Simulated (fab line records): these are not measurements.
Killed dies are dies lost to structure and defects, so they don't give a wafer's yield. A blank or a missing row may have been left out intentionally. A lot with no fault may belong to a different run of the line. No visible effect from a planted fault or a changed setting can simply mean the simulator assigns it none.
fab line records | flow sky130
record: lots: 13 wafers: 38 last_day: 50
route steps=708 shown METAL4@633 VIA4@649 PAD_OPEN@708
lots that met no fault: from a run of the same line without faults
start_h: hours from the record's opening day to when the first of the lot's shown wafers began | wait_h: how many hours have passed since the lot's step before this one | " as in the row above | L1.1+2: a single row standing in for several wafers | - no value present, or no start provided | * or withheld: withheld | < > ~ a bound
route shown NAME@n: NAME is a module with steps in the file, n the number in the route of the first one | usual: mean and standard deviation over wafers with no fault | same: alike in all rows | chamber/n: place in a boat | sites: each site's reading | _std_site: standard deviation across them | _edge_site: mean of outer sites minus mean of inner sites | radius_mm: for every site, how far away it sits from the centre of the wafer | mask NAME#n: copy n | behind: the most recent tool/chamber to have shaped the wafer | hold: reason for holding the lot/hours on hold/outcome of the hold | device: whichever transistor did not switch (one of n, p or np) | end of line: the tests these same wafers got at the end of their route | a step given without rows: its recipe and nothing more | killed: dies lost to structure and defects at the first sort, not the wafer's yield | map: dies across one wafer; x = killed, . = not, _ = none there
set.NAME: the setting the step ran with; set.NAME@STEP: the setting that earlier step ran with | model.NAME: the simulator's own value behind a step, which no gauge read
the route's steps for a sample of lots (tables are steps, rows are wafers)
services: a tool's chamber out of use, with start hour (start_h, from the record's first day; less than 0 if before it), hours out, and reason
== steps ==
step: SKY_METAL4_ETCH_17
recipe: target: SiO2 stop_on: TiN chemistry: C4F8/O2/Ar source_w: 1500 bias_w: 1200 pressure_mtorr: 40 c4f8_flow_sccm: withheld O2_flow_sccm: 6 Ar_flow_sccm: 300 time_s: 3.9 target_depth_a: 150
usual: oes_product_au: 0.752/0.0083
columns lot.wafer tool chamber start_h wait_h oes_product_au
L225.1 rie_diel-03 2 987.79 0.1 0.742
L225.2 " 1 " " 0.761
L225.3 " 0 " " 0.747
L226.1 rie_diel-03 3 991.96 0.1 0.759
L226.4 " 0 " " 0.757
L226.5 " 0 " " 0.758
L227.4 rie_diel-03 3 996.83 0.0 0.773
L227.5 " 3 " " 0.767
L227.6 " 2 " " 0.753
L229.3 rie_diel-03 0 1011.13 0.0 0.753
L229.5 " 3 " " 0.741
L229.6 " 0 " " 0.767
L230.1 rie_diel-03 0 1018.39 0.1 0.750
L230.3 " 2 " " 0.748
L230.4 " 2 " " 0.748
L231.1 rie_diel-03 0 1028.86 0.1 0.754
L231.2 " 3 " " 0.760
L231.4 " 1 " " 0.757
L232.3 rie_diel-02 2 1035.84 0.0 0.736
L232.5 " 3 " " 0.748
L232.6 " 2 " " 0.746
L233.1 rie_diel-03 2 1037.43 0.1 0.752
L233.3 " 0 " " 0.753
L233.5 " 2 " " 0.742
L235.2 rie_diel-01 1 1056.16 0.1 0.744
L235.3 " 0 " " 0.749
L235.4 " 2 " " 0.754
L242.3 rie_diel-02 3 1096.09 0.0 0.746
L242.4 " 2 " " 0.760
L243.1 rie_diel-03 3 1101.14 0.1 0.746
L243.2 " 2 " " 0.749
L243.6 " 0 " " 0.756
L246.2 rie_diel-02 3 1114.94 0.1 0.747
L246.3 " 0 " " 0.764
L246.4 " 1 " " 0.755
L248.2 rie_diel-02 3 1128.63 0.1 0.753
L248.4 " 1 " " 0.761
L248.6 " 2 " " 0.740
step: SKY_VIA4_DEVELOP_10
recipe: resist: NOVOLAK developer: TMAH develop_time_s: 60 dev_temp_c: 23
usual: chill_plate_temp_C: 22.99/0.11 developer_temp_C: 23.00/0.11
columns lot.wafer tool chamber start_h wait_h chill_plate_temp_C developer_temp_C
L225.1 litho_track-04 0 1012.10 0.1 22.95 23.04
L225.2 " 0 " " 23.13 23.09
L225.3 " 0 " " 23.13 23.02
L226.1 litho_track-01 0 1016.80 0.1 22.98 23.16
L226.4 " 0 " " 23.06 22.93
L226.5 " 0 " " 23.02 23.00
L227.4 litho_track-04 0 1020.47 0.1 23.00 23.07
L227.5 " 0 " " 22.89 23.08
L227.6 " 0 " " 22.89 22.99
L229.3 litho_track-01 0 1035.10 0.1 23.03 23.09
L229.5 " 0 " " 22.90 22.87
L229.6 " 0 " " 22.87 22.95
L230.1 litho_track-01 0 1042.30 0.1 22.98 22.92
L230.3 " 0 " " 23.12 22.94
L230.4 " 0 " " 22.92 23.01
L231.1 litho_track-01 0 1051.95 0.1 22.93 23.21
L231.2 " 0 " " 23.02 23.12
L231.4 " 0 " " 22.98 23.07
L232.3 litho_track-03 0 1059.31 0.1 22.99 23.12
L232.5 " 0 " " 23.00 23.21
L232.6 " 0 " " 23.06 23.14
L233.1 litho_track-04 0 1060.55 0.1 22.92 22.98
L233.3 " 0 " " 22.76 22.95
L233.5 " 0 " " 23.01 22.89
L235.2 litho_track-04 0 1079.67 0.1 23.05 23.14
L235.3 " 0 " " 22.98 23.03
L235.4 " 0 " " 23.03 23.00
L242.3 litho_track-04 0 1117.85 0.1 22.80 25.21
L242.4 " 0 " " 22.79 25.32
L243.1 litho_track-04 0 1122.10 0.1 23.01 25.23
L243.2 " 0 " " 22.95 25.26
L243.6 " 0 " " 23.09 25.08
L246.2 litho_track-03 0 1135.04 0.1 22.92 22.91
L246.3 " 0 " " 22.88 23.01
L246.4 " 0 " " 23.10 22.94
L248.2 litho_track-01 0 1148.83 0.1 22.95 23.08
L248.4 " 0 " " 22.88 23.12
L248.6 " 0 " " 22.95 22.91
step: SKY_VIA4_OVL_MEAS_11
usual: VIA4_OVL: 1.1/1.6
columns lot.wafer tool chamber start_h wait_h VIA4_OVL[nm]
L225.1 overlay-01 - 1012.25 0.1 -1.6
L225.2 " - " " 0.2
L225.3 " - " " 0.6
L226.1 overlay-01 - 1016.95 0.1 3.5
L226.4 " - " " 1.8
L226.5 " - " " 3.1
L227.4 overlay-02 - 1020.57 0.1 1.6
L227.5 " - " " 1.4
L227.6 " - " " 0.3
L229.3 overlay-02 - 1035.21 0.1 -0.6
L229.5 " - " " 1.0
L229.6 " - " " 0.4
L230.1 overlay-01 - 1042.45 0.1 1.1
L230.3 " - " " 1.8
L230.4 " - " " 0.5
L231.1 overlay-01 - 1052.10 0.1 1.0
L231.2 " - " " 2.2
L231.4 " - " " 0.3
L232.3 overlay-02 - 1059.42 0.1 1.3
L232.5 " - " " 3.6
L232.6 " - " " 1.3
L233.1 overlay-02 - 1060.70 0.1 5.1
L233.3 " - " " 2.9
L233.5 " - " " 4.1
L235.2 overlay-01 - 1079.80 0.1 3.6
L235.3 " - " " 2.3
L235.4 " - " " 3.4
L242.3 overlay-02 - 1117.96 0.1 -0.1
L242.4 " - " " -0.5
L243.1 overlay-01 - 1122.25 0.1 0.8
L243.2 " - " " 0.0
L243.6 " - " " 1.4
L246.2 overlay-02 - 1135.17 0.1 -0.6
L246.3 " - " " 0.0
L246.4 " - " " -0.1
L248.2 overlay-02 - 1148.96 0.1 0.4
L248.4 " - " " 0.3
L248.6 " - " " 2.4
step: SKY_VIA4_RS_MEAS_19
recipe: thk_meas_gauge: four-point-probe reads: W_of_VIA4_CVD_18+TiN_of_VIA4_SPUTTER_17
usual: VIA4_W_RS: 0.2255/0.003
columns lot.wafer tool chamber start_h wait_h VIA4_W_RS[ohm/sq]
L225.1 film_metro-01 - 1013.16 0.1 0.2243
L225.2 " - " " 0.2238
L225.3 " - " " 0.2286
L226.1 film_metro-02 - 1017.96 0.1 0.2282
L226.4 " - " " 0.2275
L226.5 " - " " 0.2272
L227.4 film_metro-02 - 1021.68 0.1 0.2266
L227.5 " - " " 0.2263
L227.6 " - " " 0.2224
L229.3 film_metro-02 - 1036.22 0.1 0.2253
L229.5 " - " " 0.2255
L229.6 " - " " 0.2214
L230.1 film_metro-03 - 1043.95 0.1 0.2188
L230.3 " - " " 0.2196
L230.4 " - " " 0.2292
L231.1 film_metro-02 - 1053.02 0.1 0.2231
L231.2 " - " " 0.2295
L231.4 " - " " 0.2255
L232.3 film_metro-02 - 1060.55 0.2 0.2261
L232.5 " - " " 0.2227
L232.6 " - " " 0.2256
L233.1 film_metro-02 - 1061.82 0.3 0.2232
L233.3 " - " " 0.2241
L233.5 " - " " 0.2248
L235.2 film_metro-02 - 1080.78 0.1 0.2231
L235.3 " - " " 0.2220
L235.4 " - " " 0.2299
L242.3 film_metro-03 - 1118.92 0.1 0.2223
L242.4 " - " " 0.2246
L243.1 film_metro-02 - 1123.26 0.1 0.2256
L243.2 " - " " 0.2259
L243.6 " - " " 0.2228
L246.2 film_metro-03 - 1136.10 0.1 0.2254
L246.3 " - " " 0.2259
L246.4 " - " " 0.2285
L248.2 film_metro-03 - 1150.38 0.1 0.2242
L248.4 " - " " 0.2294
L248.6 " - " " 0.2267
step: SKY_PAD_OPEN_PROBE_99
usual: defect_limited_yield: 82.7/1.7 killed_at_M0_to_M3: 41/6.2 killed_at_M4_up: 3.0/1.7 killed_at_contacts: 25/5.8 killed_at_front_end: 16/4.5 killed_at_other: 0.2/0.42 killed_dies: 85/8.4 killed_open: 46/5.9 killed_short: 39/6.3 sort_bin_3_pad_short: 0.9/0.4 sort_bin_5_function: 10.2/1.3 sort_bin_6_memory: 6.2/1 sort_n_pass: 407/8.4 sort_yield_pct: 82.7/1.7
same: gross_dies: 492 killed_at_back_side: 0 sort_bin_4_leakage[%]: 0 sort_bin_8_speed[%]: 0
columns lot.wafer tool chamber start_h wait_h defect_limited_yield[%] killed_at_M0_to_M3 killed_at_M4_up killed_at_contacts killed_at_front_end killed_at_other killed_dies killed_open killed_short sort_bin_3_pad_short[%] sort_bin_5_function[%] sort_bin_6_memory[%] sort_n_pass sort_yield_pct[%]
L232.6 prober-01 - 1126.64 0.2 83.5 37 3 27 14 0 81 47 34 0.6 8.9 6.9 411 83.5
killed by level:class
L232.6 CONTACT:geometric_particle:open=12 VIA2:geometric_particle:open=7 VIA1:geometric_particle:short=6 VIA1:geometric_particle:open=6 POLY_GATE:geometric_particle:open=5 LI_CONTACT:geometric_particle:open=5 LOCAL_INTERCONNECT:geometric_particle:short=5 METAL2:geometric_particle:short=5
== services ==
columns tool chamber start_h hours kind
rie_diel-02 - 985.45 38.1 repair
rie_diel-03 1 1015.80 6.6 repair
rie_diel-02 2 1025.90 8.5 repair
rie_diel-02 2 1036.74 4.1 repair
rie_diel-01 2 1050.13 3.5 repair
rie_diel-03 2 1096.13 4.1 repair
rie_diel-01 1 1109.17 27.6 repair
rie_diel-02 2 1113.07 3.1 repair
== key ==
first_sign: step: SKY_VIA4_DEVELOP_10 reading: developer_temp_C direction: up sigmas: 20 usual: * struck: *
effect none on later readings
met_at SKY_VIA4_DEVELOP_10
struck_lots L242,L243
not_acting_at SKY_METAL4_ETCH_17,SKY_VIA4_OVL_MEAS_11,SKY_VIA4_RS_MEAS_19
onset_between 1079.67 1117.85
fault: kind: process_parameter_drift tool: litho_track-04 chamber: - onset_h: 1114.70 steps: SKY_VIA4_DEVELOP_10 channel: dev_temp_c offset: * shape: step end_h: 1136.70 acts_in: * stated: *
